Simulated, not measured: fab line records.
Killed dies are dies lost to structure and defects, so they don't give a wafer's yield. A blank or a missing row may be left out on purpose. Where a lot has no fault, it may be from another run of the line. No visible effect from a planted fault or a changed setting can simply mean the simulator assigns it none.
Which of the tools did it? -- flow gf180mcu -- 11 lots with 32 wafers sampled at 5 steps, on a route of 602 steps

## WHAT THE GAUGES READ, wafer by wafer
GF_V5_BOW_MEAS_05.
lot,measured,on,V5_BOW (um)
L388,day 26 07:39,film metro-01,127 123 129
L389,day 26 17:12,film metro-03,156 140 141
L390,day 27 01:23,film metro-03,140 147 134
L397,day 30 02:26,film metro-03,119 117
L403,day 31 03:10,film metro-04,138 134 128
L404,day 31 12:26,film metro-01,129 141 138
L406,day 31 19:10,film metro-01,135 132 127
L407,day 32 02:15,film metro-01,133 127 130
L408,day 32 08:16,film metro-01,127 128 141
L409,day 32 13:58,film metro-04,145 138 132
L410,day 32 22:41,film metro-03,145 140 145

GF_V5_THK_MEAS_25: measures by xrf.
lot,measured,on,V5_W_THK (nm)
L388,day 27 05:05,film metro-04,338 336 337
L389,day 27 13:32,film metro-01,343 346 346
L390,day 27 21:47,film metro-01,345 342 349
L397,day 30 21:38,film metro-04,343 348
L403,day 31 21:41,film metro-01,353 340 347
L404,day 32 07:19,film metro-03,345 348 344
L406,day 32 14:02,film metro-01,341 334 337
L407,day 32 20:26,film metro-01,347 344 341
L408,day 33 02:31,film metro-01,344 353 345
L409,day 33 07:40,film metro-03,346 350 347
L410,day 33 16:20,film metro-03,339 341 343

GF_TOP_METAL_RS_MEAS_05: measurement is done with a four-point probe.
lot,measured,on,TOP_METAL_ALCU_RS (ohm/sq)
L388,day 27 05:41,film metro-01,0.0322 0.0325 0.0325
L389,day 27 14:16,film metro-03,0.0324 0.0321 0.0325
L390,day 27 22:23,film metro-02,0.0319 0.0326 0.0328
L397,day 30 22:14,film metro-02,0.0218 0.0327
L403,day 31 22:16,film metro-01,0.0327 0.0322 0.0328
L404,day 32 07:55,film metro-03,0.0318 0.0317 0.0324
L406,day 32 14:39,film metro-03,0.0331 0.0333 0.0330
L407,day 32 21:02,film metro-01,0.0327 0.0329 0.0329
L408,day 33 03:08,film metro-03,0.0330 0.0324 0.0320
L409,day 33 08:16,film metro-01,0.0323 0.0328 0.0323
L410,day 33 16:56,film metro-02,0.0322 0.0321 0.0328

GF_TOP_METAL_THK_MEAS_06: measures by xrf.
lot,measured,on,TOP_METAL_ALCU_THK (nm)
L388,day 27 05:47,film metro-01,941 933 933
L389,day 27 14:23,film metro-03,943 945 940
L390,day 27 22:29,film metro-02,943 928 914
L397,day 30 22:20,film metro-02,1382 924
L403,day 31 22:23,film metro-01,920 935 919
L404,day 32 08:01,film metro-03,957 961 938
L406,day 32 14:44,film metro-03,920 918 924
L407,day 32 21:08,film metro-01,930 923 922
L408,day 33 03:15,film metro-03,915 942 955
L409,day 33 08:22,film metro-01,926 916 928
L410,day 33 17:02,film metro-02,944 939 924

## WHAT TOOL EACH LOT RAN ON (gives the tool, then ch and the chambers of the sampled wafers, and finally the start)
lot,GF_TOP_METAL_SPUTTER_02
L388,"pvd sputter-02, day 27 05:34"
L389,"pvd sputter-02, day 27 14:10"
L390,"pvd sputter-03, day 27 22:15"
L397,"pvd sputter-02, day 30 22:07"
L403,"pvd sputter-03, day 31 22:10"
L404,"pvd sputter-03, day 32 07:48"
L406,"pvd sputter-03, day 32 14:31"
L407,"pvd sputter-03, day 32 20:55"
L408,"pvd sputter-03, day 33 03:02"
L409,"pvd sputter-03, day 33 08:09"
L410,"pvd sputter-04, day 33 16:49"
- GF_TOP_METAL_SPUTTER_02: material AlCu, target thk 900 nm, time 47.82 s.

## WHAT THE TOOLS THEMSELVES READ (means of the sampled wafers that have a number; where no wafer has one, the mark that the record gives instead)
GF_TOP_METAL_SPUTTER_02.
lot,tool,throttle valve pct (%)
L388,pvd sputter-02,29.7
L389,pvd sputter-02,29.3
L390,pvd sputter-03,29.7
L397,pvd sputter-02,29.8
L403,pvd sputter-03,30.7
L404,pvd sputter-03,30.3
L406,pvd sputter-03,30.0
L407,pvd sputter-03,29.9
L408,pvd sputter-03,29.7
L409,pvd sputter-03,30.3
L410,pvd sputter-04,29.4

## THE ANSWER, worked out from the rows above alone
Rule: the usual values come from the lots themselves. The widest of any qualifying gaps counts: lots, ordered by their means at a reading, are off when they make up no more than a third of the lots, leave a main group of 4 or more, and stand apart from it by 3 or more times the standard deviation of that group's means. A main group whose means are all the same, to the digits that the tables above print for the reading, isn't used. Also off: a lot with no number at a reading for which 4 or more lots have one. Any other lot the step has rows for is counted as sound. After the gauges, taken in route order, come the tools' own readings; for these a lot's mean is taken, as printed above. The first step at which some lot is off is used, and at that step the reading that is off furthest; a lot without a number counts as furthest.
Off: at GF_TOP_METAL_RS_MEAS_05 (TOP_METAL_ALCU_RS), L397. The main group: mean 0.0325 ohm/sq, standard deviation 0.00029.
A tool fits if, at a process step before that reading, it ran every lot that is off, and no sound lot after the first of them. The gauges at GF_TOP_METAL_RS_MEAS_05 are tried like those tools. One candidate fits, namely pvd sputter-02 at GF_TOP_METAL_SPUTTER_02. Its last sound lot is L389 (day 27 14:10), its first lot that is off L397 (day 30 22:07): a fault that began between those two fits.

## WHAT THE SIMULATOR HAD PUT IN
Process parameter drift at GF_TOP_METAL_SPUTTER_02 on pvd sputter-02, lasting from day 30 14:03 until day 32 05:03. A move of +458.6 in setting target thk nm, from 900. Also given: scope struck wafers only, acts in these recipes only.
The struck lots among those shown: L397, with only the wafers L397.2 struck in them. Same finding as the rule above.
